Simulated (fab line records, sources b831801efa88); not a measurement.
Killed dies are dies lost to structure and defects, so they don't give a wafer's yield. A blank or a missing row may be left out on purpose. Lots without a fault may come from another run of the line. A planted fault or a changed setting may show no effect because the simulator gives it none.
Which tool did it? | flow gf180mcu | 13 lots, 37 wafers sampled, at 5 steps of a route of 602

WHAT THE GAUGES READ, wafer by wafer
GF_V4_OVL_MEAS_15.
lot  | measured     | on         | V4_OVL (nm)
L521 | day 24 08:42 | overlay-01 | 4 7 13
L522 | day 24 19:19 | overlay-01 | 4 10 -1
L524 | day 25 08:44 | overlay-01 | 8 7 14
L523 | day 25 10:40 | overlay-01 | 8 5 10
L531 | day 27 17:13 | overlay-01 | -2 0
L533 | day 28 09:33 | overlay-01 | 2 6 2
L534 | day 28 18:56 | overlay-01 | 9 13
L538 | day 29 18:48 | overlay-01 | 0 -5 -1
L540 | day 30 16:22 | overlay-01 | 12 6 4
L541 | day 30 19:00 | overlay-02 | 11 3 12
L543 | day 31 03:41 | overlay-01 | 1 6 5
L542 | day 31 04:23 | overlay-01 | 6 5 10
L544 | day 31 09:12 | overlay-01 | 5 5 10

GF_MIM_THK_MEAS_06.
lot  | measured     | on            | MIM_CVD_05_THK (nm)
L521 | day 24 10:20 | film_metro-02 | 40.6 40.9 40.8
L522 | day 24 21:04 | film_metro-02 | 41.6 42.3 42.1
L524 | day 25 10:23 | film_metro-03 | 41.7 42.0 42.5
L523 | day 25 12:19 | film_metro-01 | 41.7 42.3 42.8
L531 | day 27 18:51 | film_metro-01 | 41.8 73.9 41.8 73.9
L533 | day 28 11:16 | film_metro-03 | 41.7 74.4 42.1 41.8 74.4 42.2
L534 | day 28 20:37 | film_metro-02 | 41.2 74.3 41.2 74.3
L538 | day 29 20:26 | film_metro-03 | 41.5 41.6 42.2
L540 | day 30 18:03 | film_metro-02 | 41.3 42.4 42.6
L541 | day 30 20:39 | film_metro-02 | 41.1 42.3 41.4
L543 | day 31 05:20 | film_metro-01 | 42.3 42.3 42.5
L542 | day 31 06:02 | film_metro-03 | 42.0 42.2 42.1
L544 | day 31 10:51 | film_metro-03 | 40.9 41.7 41.6

WHICH TOOL RAN EACH LOT (tool, then ch and the chambers of the sampled wafers, then the start)
lot  | GF_V4_SPUTTER_22             | GF_MIM_SPUTTER_00            | GF_MIM_CVD_05
L521 | pvd_sputter-04, day 24 09:28 | pvd_sputter-03, day 24 10:05 | pecvd-04 ch 1,2, day 24 10:19
L522 | pvd_sputter-04, day 24 20:10 | pvd_sputter-03, day 24 20:47 | pecvd-03 ch 0,2, day 24 21:01
L524 | pvd_sputter-02, day 25 09:30 | pvd_sputter-04, day 25 10:08 | pecvd-03 ch 0,1,2, day 25 10:21
L523 | pvd_sputter-02, day 25 11:26 | pvd_sputter-04, day 25 12:04 | pecvd-04 ch 0,2, day 25 12:17
L531 | pvd_sputter-02, day 27 17:58 | pvd_sputter-01, day 27 18:36 | pecvd-03 ch 1,2, day 27 18:49
L533 | pvd_sputter-03, day 28 10:22 | pvd_sputter-04, day 28 10:59 | pecvd-03 ch 0,1,2, day 28 11:13
L534 | pvd_sputter-03, day 28 19:44 | pvd_sputter-04, day 28 20:22 | pecvd-03 ch 2, day 28 20:35
L538 | pvd_sputter-04, day 29 19:34 | pvd_sputter-01, day 29 20:11 | pecvd-01 ch 0,2, day 29 20:25
L540 | pvd_sputter-03, day 30 17:09 | pvd_sputter-01, day 30 17:47 | pecvd-01 ch 0,1,2, day 30 18:00
L541 | pvd_sputter-03, day 30 19:45 | pvd_sputter-01, day 30 20:23 | pecvd-04 ch 0,1, day 30 20:36
L543 | pvd_sputter-03, day 31 04:27 | pvd_sputter-04, day 31 05:05 | pecvd-01 ch 0,2, day 31 05:18
L542 | pvd_sputter-02, day 31 05:09 | pvd_sputter-04, day 31 05:47 | pecvd-04 ch 1,2, day 31 06:00
L544 | pvd_sputter-02, day 31 09:58 | pvd_sputter-03, day 31 10:35 | pecvd-03 ch 0,1,2, day 31 10:49
- GF_V4_SPUTTER_22: material TiN, target thk 10 nm, time 40 s.
- GF_MIM_SPUTTER_00: material Ti, target thk 37.5 nm, time 150 s.
- GF_MIM_CVD_05: deposits Si3N4, target thk 42 nm, time 29.086 s.

WHAT THE TOOLS THEMSELVES READ (means of the sampled wafers that have a number; where no wafer has one, the mark that the record gives instead)
GF_V4_SPUTTER_22.
lot  | tool           | throttle_valve_pct (%)
L521 | pvd_sputter-04 | 30.9
L522 | pvd_sputter-04 | 30.9
L524 | pvd_sputter-02 | 29.8
L523 | pvd_sputter-02 | 30.0
L531 | pvd_sputter-02 | 30.1
L533 | pvd_sputter-03 | 30.5
L534 | pvd_sputter-03 | 29.9
L538 | pvd_sputter-04 | 31.1
L540 | pvd_sputter-03 | 30.7
L541 | pvd_sputter-03 | 31.1
L543 | pvd_sputter-03 | 30.3
L542 | pvd_sputter-02 | 29.7
L544 | pvd_sputter-02 | 29.8

GF_MIM_SPUTTER_00.
lot  | tool           | throttle_valve_pct (%)
L521 | pvd_sputter-03 | 30.7
L522 | pvd_sputter-03 | 30.5
L524 | pvd_sputter-04 | 31.0
L523 | pvd_sputter-04 | 31.2
L531 | pvd_sputter-01 | 31.2
L533 | pvd_sputter-04 | 30.9
L534 | pvd_sputter-04 | 31.1
L538 | pvd_sputter-01 | 30.6
L540 | pvd_sputter-01 | 30.6
L541 | pvd_sputter-01 | 30.2
L543 | pvd_sputter-04 | 31.1
L542 | pvd_sputter-04 | 31.0
L544 | pvd_sputter-03 | 30.5

GF_MIM_CVD_05.
lot  | tool     | heater_power_w (W)
L521 | pecvd-04 | 630
L522 | pecvd-03 | 591
L524 | pecvd-03 | 524
L523 | pecvd-04 | 721
L531 | pecvd-03 | 578
L533 | pecvd-03 | 562
L534 | pecvd-03 | 619
L538 | pecvd-01 | 796
L540 | pecvd-01 | 699
L541 | pecvd-04 | 638
L543 | pecvd-01 | 710
L542 | pecvd-04 | 692
L544 | pecvd-03 | 545

THE ANSWER, worked out from the rows above alone
Rule: what is usual is taken from the lots themselves. Put in order of their means at a reading, lots are off if they are a third of the lots or fewer, leave a main group of 4 or more, and stand apart from it by a gap of 3 or more times the standard deviation of the main group's means; of several such gaps the widest counts. A main group whose means are all the same, to the digits that the tables above print for the reading, isn't used. A lot without any number at a reading at which 4 lots or more have one is off too. The other lots that the step has rows for count as sound. The gauges are gone through in route order, then the tools' own readings, and for those a lot's mean is taken as printed above. The first step at which some lot is off is used, and at that step the reading that is off furthest; a lot without a number counts as furthest.
Off: L531, L533, L534, at GF_MIM_THK_MEAS_06 (MIM_CVD_05_THK). The main group: mean 41.8 nm, standard deviation 0.46.
A tool fits if, at a process step before that reading, it ran every lot that is off, and no sound lot after the first of them. The gauges at GF_MIM_THK_MEAS_06 are tried like those tools. None of those tried fits.

WHAT THE SIMULATOR HAD PUT IN
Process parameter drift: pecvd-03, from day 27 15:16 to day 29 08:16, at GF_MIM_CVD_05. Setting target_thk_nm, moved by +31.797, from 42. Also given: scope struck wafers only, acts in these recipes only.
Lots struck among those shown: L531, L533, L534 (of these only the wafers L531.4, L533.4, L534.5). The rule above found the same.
